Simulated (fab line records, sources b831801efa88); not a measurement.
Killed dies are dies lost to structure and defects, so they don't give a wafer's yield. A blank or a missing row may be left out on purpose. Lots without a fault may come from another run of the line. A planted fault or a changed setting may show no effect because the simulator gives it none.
Which tool did it? | flow gf180mcu | 12 lots, 34 wafers sampled, at 6 steps of a route of 602

WHAT THE GAUGES READ, wafer by wafer
GF_CONTACT_BOW_MEAS_05.
lot  | measured     | on            | CONTACT_BOW (um)
L979 | day 15 00:17 | film_metro-02 | 68 69 72
L980 | day 16 00:26 | film_metro-03 | 79 55 71
L983 | day 16 18:32 | film_metro-01 | 60 68 68
L985 | day 17 04:46 | film_metro-02 | 64 64 63
L986 | day 17 19:56 | film_metro-02 | 62 52 68
L987 | day 18 02:15 | film_metro-02 | 68 57 58
L988 | day 18 09:38 | film_metro-02 | 68 67 63
L993 | day 20 05:56 | film_metro-01 | 67 63
L994 | day 20 14:19 | film_metro-02 | 66 78
L999 | day 22 11:01 | film_metro-03 | 58 64 51
L100 | day 22 14:14 | film_metro-03 | 66 65 67
L102 | day 23 08:09 | film_metro-02 | 74 63 60

GF_M1_CD_MEAS_14: target cd 230 nm.
lot  | measured     | on        | cd_nm (nm)
L979 | day 16 21:55 | cd_sem-01 | 227.3 229.0 228.6
L980 | day 18 00:36 | cd_sem-01 | 229.9 231.5 229.3
L983 | day 18 19:11 | cd_sem-01 | 231.2 229.8 229.5
L985 | day 19 05:20 | cd_sem-01 | 233.2 232.4 231.2
L986 | day 19 22:08 | cd_sem-01 | 229.2 230.0 228.8
L987 | day 20 03:32 | cd_sem-01 | 230.2 229.4 230.4
L988 | day 20 11:37 | cd_sem-02 | 229.7 229.7 229.5
L993 | day 22 06:55 | cd_sem-02 | 228.4 230.5
L994 | day 22 15:01 | cd_sem-01 | 227.3 227.9
L999 | day 24 09:52 | cd_sem-01 | 229.2 230.3 229.5
L100 | day 24 12:01 | cd_sem-02 | 232.2 231.2 231.6
L102 | day 25 05:23 | cd_sem-02 | 231.7 231.7 230.8

GF_M2_RS_MEAS_05: measures by four-point-probe.
lot  | measured     | on            | M2_ALCU_RS (ohm/sq)
L979 | day 18 00:28 | film_metro-04 | 0.0685 0.0682 0.0689
L980 | day 19 03:41 | film_metro-03 | 0.0690 0.0699 0.0698
L983 | day 19 22:59 | film_metro-04 | 0.0690 0.0688 0.0684
L985 | day 20 07:58 | film_metro-02 | 0.0700 0.0692 0.0692
L986 | day 21 01:16 | film_metro-04 | 0.0698 0.0698 0.0696
L987 | day 21 07:03 | film_metro-04 | 0.0690 0.0687 0.0688
L988 | day 21 14:48 | film_metro-02 | 0.0686 0.0690 0.0688
L993 | day 23 09:50 | film_metro-04 | 0.1096 0.0705
L994 | day 23 16:51 | film_metro-04 | 0.1059 0.0683
L999 | day 25 11:06 | film_metro-04 | 0.0698 0.0693 0.0700
L100 | day 25 12:56 | film_metro-02 | 0.0703 0.0696 0.0701
L102 | day 26 05:24 | film_metro-04 | 0.0686 0.0691 0.0690

GF_M2_THK_MEAS_06: measures by xrf.
lot  | measured     | on            | M2_ALCU_THK (nm)
L979 | day 18 00:35 | film_metro-04 | 456 458 456
L980 | day 19 03:47 | film_metro-03 | 451 445 445
L983 | day 19 23:05 | film_metro-04 | 459 458 459
L985 | day 20 08:05 | film_metro-02 | 441 446 446
L986 | day 21 01:23 | film_metro-04 | 449 452 451
L987 | day 21 07:10 | film_metro-04 | 456 457 454
L988 | day 21 14:55 | film_metro-02 | 449 444 450
L993 | day 23 09:56 | film_metro-04 | 287 448
L994 | day 23 16:58 | film_metro-04 | 298 459
L999 | day 25 11:13 | film_metro-04 | 451 455 449
L100 | day 25 13:03 | film_metro-02 | 440 445 440
L102 | day 26 05:30 | film_metro-04 | 456 450 449

WHICH TOOL RAN EACH LOT (tool, then ch and the chambers of the sampled wafers, then the start)
lot  | GF_M2_SPUTTER_01             | GF_M2_SPUTTER_02
L979 | pvd_sputter-04, day 18 00:21 | pvd_sputter-04, day 18 00:23
L980 | pvd_sputter-04, day 19 03:32 | pvd_sputter-04, day 19 03:34
L983 | pvd_sputter-02, day 19 22:50 | pvd_sputter-02, day 19 22:52
L985 | pvd_sputter-02, day 20 07:50 | pvd_sputter-02, day 20 07:52
L986 | pvd_sputter-03, day 21 01:09 | pvd_sputter-03, day 21 01:11
L987 | pvd_sputter-02, day 21 06:56 | pvd_sputter-02, day 21 06:58
L988 | pvd_sputter-02, day 21 14:39 | pvd_sputter-02, day 21 14:41
L993 | pvd_sputter-04, day 23 09:40 | pvd_sputter-04, day 23 09:42
L994 | pvd_sputter-04, day 23 16:44 | pvd_sputter-04, day 23 16:46
L999 | pvd_sputter-02, day 25 10:59 | pvd_sputter-02, day 25 11:01
L100 | pvd_sputter-02, day 25 12:49 | pvd_sputter-02, day 25 12:50
L102 | pvd_sputter-03, day 26 05:14 | pvd_sputter-03, day 26 05:16
- GF_M2_SPUTTER_01: material TiN, target thk 30 nm, time 25 s.
- GF_M2_SPUTTER_02: material AlCu, target thk 450 nm, time 23.9 s.

WHAT THE TOOLS THEMSELVES READ (means of the sampled wafers that have a number; where no wafer has one, the mark that the record gives instead)
GF_M2_SPUTTER_01.
lot  | tool           | throttle_valve_pct (%)
L979 | pvd_sputter-04 | 30.1
L980 | pvd_sputter-04 | 29.9
L983 | pvd_sputter-02 | 31.3
L985 | pvd_sputter-02 | 30.4
L986 | pvd_sputter-03 | 29.7
L987 | pvd_sputter-02 | 31.2
L988 | pvd_sputter-02 | 30.1
L993 | pvd_sputter-04 | 29.4
L994 | pvd_sputter-04 | 29.4
L999 | pvd_sputter-02 | 30.1
L100 | pvd_sputter-02 | 31.2
L102 | pvd_sputter-03 | 30.4

GF_M2_SPUTTER_02.
lot  | tool           | throttle_valve_pct (%)
L979 | pvd_sputter-04 | 30.0
L980 | pvd_sputter-04 | 29.7
L983 | pvd_sputter-02 | 31.1
L985 | pvd_sputter-02 | 30.3
L986 | pvd_sputter-03 | 29.7
L987 | pvd_sputter-02 | 31.4
L988 | pvd_sputter-02 | 30.4
L993 | pvd_sputter-04 | 29.4
L994 | pvd_sputter-04 | 29.4
L999 | pvd_sputter-02 | 30.1
L100 | pvd_sputter-02 | 31.1
L102 | pvd_sputter-03 | 30.4

THE ANSWER, worked out from the rows above alone
Rule: what is usual is taken from the lots themselves. Put in order of their means at a reading, lots are off if they are a third of the lots or fewer, leave a main group of 4 or more, and stand apart from it by a gap of 3 or more times the standard deviation of the main group's means; of several such gaps the widest counts. A main group whose means are all the same, to the digits that the tables above print for the reading, isn't used. A lot without any number at a reading at which 4 lots or more have one is off too. The other lots that the step has rows for count as sound. The gauges are gone through in route order, then the tools' own readings, and for those a lot's mean is taken as printed above. The first step at which some lot is off is used, and at that step the reading that is off furthest; a lot without a number counts as furthest.
Off: L993, L994, at GF_M2_RS_MEAS_05 (M2_ALCU_RS). The main group: mean 0.0692 ohm/sq, standard deviation 0.00049.
A tool fits if, at a process step before that reading, it ran every lot that is off, and no sound lot after the first of them. The gauges at GF_M2_RS_MEAS_05 are tried like those tools. One fits: pvd_sputter-04 at GF_M2_SPUTTER_01 and GF_M2_SPUTTER_02. At GF_M2_SPUTTER_01 its last sound lot is L980 (day 19 03:32), its first lot that is off L993 (day 23 09:40): a fault that began between those two fits.

WHAT THE SIMULATOR HAD PUT IN
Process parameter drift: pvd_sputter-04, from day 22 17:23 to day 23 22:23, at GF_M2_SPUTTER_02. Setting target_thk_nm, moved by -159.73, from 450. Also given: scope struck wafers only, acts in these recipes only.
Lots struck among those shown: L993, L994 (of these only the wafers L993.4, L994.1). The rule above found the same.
